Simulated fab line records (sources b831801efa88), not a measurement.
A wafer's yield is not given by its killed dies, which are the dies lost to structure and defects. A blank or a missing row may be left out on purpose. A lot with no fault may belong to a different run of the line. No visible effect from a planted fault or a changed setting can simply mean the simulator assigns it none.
Comparing a struck lot with a sound one    flow sky130    15 steps out of a route of 708
Sound: the wafers L921.3, L921.4, L921.6. Struck: wafer L935.3; the same lot's L935.1 was not struck, so it is left out; see the end for the cause.
Each step with rows lists, per side, the tool, then ch with its chambers, then its first start. Under that, the readings that differ: sound wafers    struck wafers    difference of the means    sigmas: that difference in standard deviations of wafers without a fault.
alike: readings with means less than 2 such deviations apart, plus words and numbers identical on both sides. not compared: withheld readings, readings lacking a value on some wafer, bounds such as >300 that could conceal the same value, and numbers that have no deviation in the record and whose values overlap.
A row with sigmas, a row that says differs or no value, or rows on one side alone: a step with any of these is where the two part. Numbers that don't overlap but have no deviation are shown without sigmas and don't part them. A reading that every wafer of one side lacks parts them only if that side has two wafers or more.

first, 4 steps without rows for these wafers: SKY_CONTACT_STRIP_19 (strips in O2/N2); SKY_CONTACT_STRIP_20 (strips in post etch residue remover, time 1200 s); SKY_CONTACT_CLEAN_21 (cleans in IPA, time 180 s); SKY_CONTACT_CLEAN_22 (cleans in O3/DIW).
SKY_CONTACT_SPUTTER_23: material TiN, target thk 20 nm, time 80 s.
  sound: pvd_sputter-04 at day 34 00:01; struck: pvd_sputter-04 at day 38 06:47
  alike: chamber_pressure_pa, throttle_valve_pct
then, 1 step without rows for these wafers: SKY_CONTACT_CVD_24 (deposits W, target thk 340 nm, time 102.12 s).
SKY_CONTACT_RS_MEAS_25: measurement is done with a four-point probe.
  sound: film_metro-01 at day 34 00:14; struck: film_metro-03 at day 38 06:58
  alike: CONTACT_W_RS
SKY_CONTACT_THK_MEAS_26: measures by xrf.
  sound: film_metro-01 at day 34 00:20; struck: film_metro-03 at day 38 07:05
  alike: CONTACT_W_THK
SKY_CONTACT_CMP_27: polishes, stops on SiO2, t overpolish 15 s, target thk 0 nm.
  sound on cmp-01 ch 1,3, day 34 00:25; struck on cmp-01 ch 2, day 38 07:08
  alike: edge_zone_pressure_frac, motor_current_A, overpolish_run_s, time_to_endpoint_s
SKY_METAL1_SPUTTER_00: material Ti, target thk 15 nm, time 10 s.
  sound: pvd_sputter-02 at day 34 00:40; struck: pvd_sputter-02 at day 38 07:26
  alike: chamber_pressure_pa, throttle_valve_pct
then, 1 step without rows for these wafers: SKY_METAL1_SPUTTER_01 (material TiN, target thk 20 nm, time 16.7 s).
SKY_METAL1_SPUTTER_02: material AlCu, target thk 250 nm, time 13.3 s.
  sound: pvd_sputter-02 at day 34 00:43; struck: pvd_sputter-02 at day 38 07:29
  alike: chamber_pressure_pa, throttle_valve_pct
SKY_METAL1_SPUTTER_03: material Ti, target thk 5 nm, time 3.3 s.
  sound: pvd_sputter-02 at day 34 00:45; struck: pvd_sputter-02 at day 38 07:31
reading                                    sound              struck  difference  sigmas
model.Ti_of_METAL1_SPUTTER_03.thk_nm (nm)  5.132 4.995 5.101  3.544   -1.532      
  alike: chamber_pressure_pa, throttle_valve_pct
SKY_METAL1_SPUTTER_04: material TiN, target thk 70 nm, time 58.3 s.
  sound: pvd_sputter-02 at day 34 00:46; struck: pvd_sputter-02 at day 38 07:32
  alike: chamber_pressure_pa, throttle_valve_pct
following that, these wafers have no rows for 1 step: SKY_PAD_OPEN_PROBE_99.

WHERE THEY PART
Nowhere in this record.

WHY: the cause the simulator had injected
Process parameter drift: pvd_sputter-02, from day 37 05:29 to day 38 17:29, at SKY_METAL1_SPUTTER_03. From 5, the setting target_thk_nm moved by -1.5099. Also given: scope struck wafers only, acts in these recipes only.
